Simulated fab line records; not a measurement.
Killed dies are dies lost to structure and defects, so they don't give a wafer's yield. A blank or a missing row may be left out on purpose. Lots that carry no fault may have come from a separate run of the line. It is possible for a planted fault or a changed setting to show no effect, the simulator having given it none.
Struck lot and sound lot, side by side + flow sky130 + 16 steps out of a route of 708
Sound: wafers L399.4, L399.5, L399.6. Struck: wafer L393.5; the same lot's L393.3 was not struck, so it is left out; see the end for the cause.
Each step with rows lists, per side, the tool, then ch with its chambers, then its first start. Under that, the readings that differ: sound wafers + struck wafers + difference of the means + sigmas: that difference in standard deviations of wafers without a fault.
alike: readings whose means differ by less than 2 such deviations, and words and numbers that are the same on both sides. not compared: withheld readings, readings that some wafer has no value for, bounds like >300 that may hide the same value, and numbers for which the record gives no deviation and whose values overlap.
A row with sigmas, a row that says differs or no value, or rows on one side alone: a step with any of these is where the two part. Numbers that have no deviation but don't overlap get no sigmas and don't part them. Lack of a reading on every wafer of one side parts them only where that side has two or more wafers.

first, 3 steps without rows for these wafers: SKY_METAL2_EXPOSE_12 (exposes mask MM2, target cd 140 nm); SKY_METAL2_PEB_13; SKY_METAL2_DEVELOP_14 (develop time 60 s).
SKY_METAL2_CD_MEAS_15: the cd target is 140 nm.
  sound on cd-sem-02, day 40 14:11; struck on cd-sem-02, day 38 07:47
  alike: cd-nm
SKY_METAL2_OVL_MEAS_16:
  sound on overlay-01, day 40 14:16; struck on overlay-02, day 38 07:53
  alike: METAL2_OVL
SKY_METAL2_DESCUM_17: chemistry O2, time 8 s.
  sound on rie-metal-02 ch 0,1, day 40 14:17; struck on rie-metal-01 ch 1, day 38 07:55
| reading                     | sound          | struck | difference | sigmas |
|-----------------------------|----------------|--------|------------|--------|
| drypump-motor-current-A (A) | 5.97 5.72 5.96 | 5.15   | -0.73      | -3     |
  alike: oes-product-au
  not compared: rf-hours-counter-h
SKY_METAL2_ETCH_18: etches BARC in N2/H2, stops on SiO2, time 45.9 s, target depth 60 nm.
  sound on rie-metal-02 ch 0,1, day 40 14:20; struck on rie-metal-01 ch 1, day 38 07:58
| reading                     | sound          | struck | difference | sigmas |
|-----------------------------|----------------|--------|------------|--------|
| drypump-motor-current-A (A) | 6.02 5.71 6.01 | 5.15   | -0.76      | -3     |
  alike: h2-flow-sccm, oes-product-au, throttle-valve-pct
  not compared: rf-hours-counter-h
SKY_METAL2_METAL_ETCH_19: etches the open film in Cl2/BCl3, stops on SiO2, target depth 360 nm, time 78 s.
  sound on rie-metal-02 ch 0,1, day 40 14:24; struck on rie-metal-01 ch 1, day 38 08:02
| reading                     | sound             | struck | difference | sigmas |
|-----------------------------|-------------------|--------|------------|--------|
| drypump-motor-current-A (A) | 5.99 5.71 5.99    | 5.15   | -0.75      | -3     |
| oes-product-au (a.u.)       | 0.845 0.848 0.842 | 0.858  | +0.013     | +2     |
  alike: throttle-valve-pct
  not compared: rf-hours-counter-h
SKY_METAL2_STRIP_20: strips in O2/N2.
  sound on plasma-asher-04 ch 0,1, day 40 14:29; struck on plasma-asher-01 ch 1, day 38 08:08
  alike: drypump-motor-current-A, o2-flow-sccm, oes-product-au, strip-time-to-endpoint-s
  not compared: rf-hours-counter-h
then, 3 steps without rows for these wafers: SKY_METAL2_STRIP_21 (strips in post etch residue remover, time 1200 s); SKY_METAL2_CLEAN_22 (cleans in IPA, time 180 s); SKY_METAL2_CLEAN_23 (cleans in O3/DIW).
SKY_VIA2_HDPCVD_00: deposits SiO2, target thk 1180 nm, time 196.7 s.
  sound on hdpcvd-01 ch 0,1,2, day 40 15:07; struck on hdpcvd-02 ch 2, day 38 08:44
| reading                                  | sound             | struck | difference | sigmas |
|------------------------------------------|-------------------|--------|------------|--------|
| run-length-s (s)                         | 224.7 224.1 223.4 | 208.1  | -16.0      | -22    |
| model.SiO2_of_VIA2_HDPCVD_00.thk-nm (nm) | 1161 1162 1167    | 1053   | -110       |        |
  alike: sih4-flow-sccm
SKY_VIA2_THK_MEAS_01:
  sound on film-metro-04, day 40 15:13; struck on film-metro-04, day 38 08:55
| reading              | sound          | struck | difference | sigmas |
|----------------------|----------------|--------|------------|--------|
| VIA2_HDPCVD_THK (nm) | 1160 1162 1168 | 1053   | -110       | -8     |
SKY_VIA2_CMP_02: polishes SiO2.
  sound on cmp-01 ch 0,2,3, day 40 15:23; struck on cmp-02 ch 1, day 38 09:00
  alike: motor-current-A
following that, these wafers have no rows for 1 step: SKY_PAD_OPEN_PROBE_99.

## WHERE THEY PART
First at SKY_METAL2_DESCUM_17; last, within this record, at SKY_VIA2_THK_MEAS_01. Later steps at which nothing parts them and some readings are alike: SKY_VIA2_CMP_02.

WHY: the cause the simulator had injected
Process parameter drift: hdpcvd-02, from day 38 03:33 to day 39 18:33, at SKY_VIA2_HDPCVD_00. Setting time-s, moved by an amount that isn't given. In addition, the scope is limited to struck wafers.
